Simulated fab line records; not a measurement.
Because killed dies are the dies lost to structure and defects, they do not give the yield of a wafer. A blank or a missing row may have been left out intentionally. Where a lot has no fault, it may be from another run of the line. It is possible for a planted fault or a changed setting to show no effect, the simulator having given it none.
One fault seen from 2 desks ; flow gf180mcu ; what lay behind the numbers comes last; until then each desk has only its own

== FROM THE METROLOGY DESK ==
Means of the sampled wafers that have a number, per lot and without regard to the tool the lot ran on: this is what the gauges read. A lot is out of limits, marked OUT, if its mean lies more than 4 standard deviations from the usual mean; the brackets give that distance.
Columns: A = cd-nm at GF_M5_CD_MEAS_07, usual 280.0 nm
lot;first seen here;A
L864;day 26 04:46;279.7
L865;day 26 19:31;281.5
L866;day 27 00:07;280.3
L867;day 27 05:55;279.0
L869;day 27 23:28;278.8
L870;day 28 10:22;281.1
L871;day 28 17:34;279.1
L872;day 28 21:13;278.8
L874;day 29 14:28;279.7
L875;day 29 17:40;280.9
L876;day 29 20:37;278.2
L885;day 32 06:44;279.8
This desk's verdict: no lot among the 12 shows anything out of limits.

== AT THE TOOL OWNER'S DESK: rie-diel-01 ==
The tool's own readings at GF_V1_ETCH_16 (etches BARC in N2/H2): means of the sampled wafers that have a number, for each lot that ran on this tool. A lot is out of limits, marked OUT, if its mean lies more than 4 standard deviations from the usual mean; the brackets give that distance.
Columns: A = drypump-motor-current-A at GF_V1_ETCH_16, usual 5.8 A; B = n2-flow-sccm at GF_V1_ETCH_16, usual 100.0 sccm; C = oes-product-au at GF_V1_ETCH_16, usual 0.855 a.u.; D = throttle-valve-pct at GF_V1_ETCH_16, usual 13.226 %
lot;first seen here;A;B;C;D
L866;day 18 22:58;5.9;100.1;0.851;13.223
L867;day 19 05:41;5.9;99.7;0.856;13.230
L869;day 20 01:17;5.9;100.2;0.854;13.230
L885;day 25 12:17;6.1;100.1;0.858;13.225
This desk's verdict: no lot among the 4 shows anything out of limits.

== TAKEN TOGETHER ==
At the metrology desk, nothing out of limits was observed.
The desk of the tool owner found nothing out of limits.

== WHAT THE SIMULATOR PUT IN ==
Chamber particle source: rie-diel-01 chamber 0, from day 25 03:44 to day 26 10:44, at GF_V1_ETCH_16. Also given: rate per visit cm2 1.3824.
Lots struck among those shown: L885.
